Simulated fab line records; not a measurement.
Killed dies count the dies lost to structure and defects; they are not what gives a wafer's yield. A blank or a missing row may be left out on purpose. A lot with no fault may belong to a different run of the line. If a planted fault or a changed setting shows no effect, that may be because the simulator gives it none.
Split-lot study	flow gf180mcu	23 wafers read from 5 lots, route of 602 steps

== SPLIT DETAILS ==
At GF_NSD_IMPLANT_09, the setting energy-kev was moved away from the recipe's 60 on 5 of the 23 wafers read, by +5.7% to +8.4%. All remaining wafers had this setting at the recipe value.

== FROM THE SPLIT TO THE READING: what the file shows between them, 2 steps ==
- GF_NSD_IMPLANT_10
- GF_NSD_STRIP_11: strips in O2/N2

== THE READING ==
NSD_TW, at GF_NSD_TW_MEAS_12. A value of 4253 with a standard deviation of 36 is what fault-free wafers of this fab line usually give.

wafer	tool, chamber at the split	energy-kev as run	against the recipe	NSD_TW	against lot-mates on the recipe
L074.1	implanter-01, 0	60	recipe	4216	-
L074.2	implanter-01, 0	60	recipe	4243	-
L074.3	implanter-01, 0	60	recipe	4211	-
L074.4	implanter-01, 0	60	recipe	4227	-
L074.5	implanter-01, 0	60	recipe	4239	-
L077.1	implanter-02, 0	60	recipe	4316	-
L077.2	implanter-02, 0	60	recipe	4288	-
L077.4	implanter-02, 0	60	recipe	4301	-
L077.5	implanter-02, 0	60	recipe	4303	-
L077.6	implanter-02, 0	60	recipe	4275	-
L081.1	implanter-02, 0	60	recipe	4232	-
L081.2	implanter-02, 0	65.06	+8.4%	4305	+63
L081.3	implanter-02, 0	60	recipe	4252	-
L081.5	implanter-02, 0	65.06	+8.4%	4329	+87
L081.6	implanter-02, 0	65.06	+8.4%	4308	+66
L082.2	implanter-02, 0	60	recipe	4236	-
L082.3	implanter-02, 0	60	recipe	4218	-
L082.5	implanter-02, 0	60	recipe	4234	-
L084.1	implanter-04, 0	63.4	+5.7%	4316	+54
L084.2	implanter-04, 0	60	recipe	4256	-
L084.3	implanter-04, 0	60	recipe	4275	-
L084.4	implanter-04, 0	63.4	+5.7%	4321	+59
L084.5	implanter-04, 0	60	recipe	4256	-

THE FIT
A straight line over all 23 wafers: NSD_TW changes by +7.97 for each +1% of energy-kev; r = +0.65; the points scatter about the line by 30.
The same after taking each lot's own level away (the mean of its wafers on the recipe; 23 wafers): +8.83 for each +1%; r = +0.93; scatter 12.
On that fit, the largest move of energy-kev shifts the reading by 74.
The span of the lots' own levels, 4227.2 to 4296.6, comes to 1.9 times the standard deviation stated above.
So the lot-to-lot level blurs the effect unless lot-mates are compared.
Check: for one of the wafers moved furthest among these (+8.4%), held out of the fit, the line's prediction against its lot-mates is +78.7. It came out at +63 against them.

== THESE WAFERS: OTHER SPLITS ==
These wafers also went through other splits before the reading. Each is held against what the fit with the lots' levels taken away leaves over:
other split on the same wafers	wafers away from the commonest value	r with NSD_TW (lot level and that fit taken away)
GF_DUAL_GATE_COAT_06 spin-rpm	9	-0.32
GF_DUAL_GATE_STRIP_13 power-w	10	+0.23
GF_HV_LDD_DEVELOP_06 develop-time-s	9	-0.09
GF_HV_LDD_COAT_14 spin-rpm	5	-0.06
GF_HV_LDD_DEVELOP_18 dev-temp-c	5	-0.14
GF_HV_LDD_DEVELOP_30 develop-time-s	6	+0.01
GF_HV_LDD_IMPLANT_33 dose-cm2	11	-0.12
GF_HV_LDD_IMPLANT_48 dose-cm2	6	+0.11

== THE WHOLE CHAIN: every reading that the file lists as answering this split, in the file's order ==
step	what it does	reading	change (the file's fit)	r (the file's)
GF_NSD_IMPLANT_09		implant.rp-nm (the simulator's own value, which no gauge read)	+0.312 nm for each +1% of the setting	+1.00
GF_NSD_IMPLANT_09		implant.drp-nm (the simulator's own value, which no gauge read)	+0.122 nm for each +1% of the setting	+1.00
GF_NSD_STRIP_11	strips in O2/N2	strip-time-to-endpoint-s	withheld for each +1% of the setting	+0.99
GF_NSD_TW_MEAS_12		NSD_TW	+8.99 for each +1% of the setting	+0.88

== THE FILE'S OWN FIT ==
NSD_TW changes by +8.99 for each +1% of energy-kev, r = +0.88.
